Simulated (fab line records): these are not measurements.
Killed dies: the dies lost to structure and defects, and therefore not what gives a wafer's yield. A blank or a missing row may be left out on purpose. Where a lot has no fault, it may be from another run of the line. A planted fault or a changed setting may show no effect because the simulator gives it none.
Code-filled problem report in 8D (eight disciplines) form    flow sky130    the parts of the form that need people (team, actions taken, sign-off) are left out

1. WHAT IS WRONG
rf-fwd-power-W at SKY_CONTACT_ETCH_16 reads a mean of 575.8 W on 6 wafers of 2 lots; wafers without a fault read 494.4 W with a standard deviation of 2.1. That is +39 standard deviations from the usual mean.
The step: etches BARC in N2/H2, stops on SiO2, time 45.9 s, target depth 60 nm.
The first sign was on wafer L939.1 at day 35 21:55, on rie-diel-02. Wafers with a number at this step in the record: 18, from 6 lots. By rule, "out" or "out of limits" means more than 4 standard deviations away from the usual mean. The other wafers with a number count as sound.

2. WHAT IT IS, AND WHAT IT ISN'T
question                     is                      is not
which readings at this step  rf-fwd-power-W          drypump-motor-current-A, oes-product-au, throttle-valve-pct
which lots                   L939, L940              L927, L944, L947, L948
which wafers of those lots   all that have a number  -
read on which tools          rie-diel-02             rie-diel-03, rie-diel-04
when                         from day 35 21:55       up to then (3 sound wafers); but 9 sound wafers of L944, L947, L948 came after

3. SUSPECTS, AND WHAT RULES EACH OUT
Counting: a tool stays on the suspect list if, at a process step up to the reading, it processed all lots that are out and no sound lot following the first of them.
- cmp-02 at SKY_CONTACT_CMP_04 (polishes SiO2): ruled out as a lasting fault. After its first lot that is out, L939 (day 34 19:22), sound lots L948 ran on it.
- rie-diel-02 at SKY_CONTACT_ETCH_16 (etches BARC in N2/H2, stops on SiO2, time 45.9 s, target depth 60 nm): ruled out as a lasting fault. After its first lot that is out, L939 (day 35 21:55), sound lots L948 ran on it.
Left after counting: nothing in the record.

4. THE CAUSE (what the simulator had put in)
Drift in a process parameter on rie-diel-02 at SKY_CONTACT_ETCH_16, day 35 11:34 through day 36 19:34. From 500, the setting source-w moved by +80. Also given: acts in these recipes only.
Counting ruled it out, wrongly.

5. THE EFFECT CHAIN, in route order
One row per reading whose mean, taken over the struck wafers that have a number, lies over 3 standard deviations from the usual. Readings are gone through only where the record gives a usual standard deviation; hours: the median, over the lots, of the time from a lot's start at the first step in this table giving one to that lot's start at this step; sigmas: the change measured in usual standard deviations.
hours  step                 reading         usual    on struck wafers  change  sigmas
0      SKY_CONTACT_ETCH_16  rf-fwd-power-W  494.4 W  575.8             +81.4   +39
Here are the process steps it includes:
- SKY_CONTACT_ETCH_16: etches BARC in N2/H2, stops on SiO2, time 45.9 s, target depth 60 nm.

6. HOW IT WOULD HAVE BEEN CAUGHT EARLIER
10 hours passed between the start of the fault at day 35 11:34 and the first reading out of limits in this record, taken at day 35 21:55.
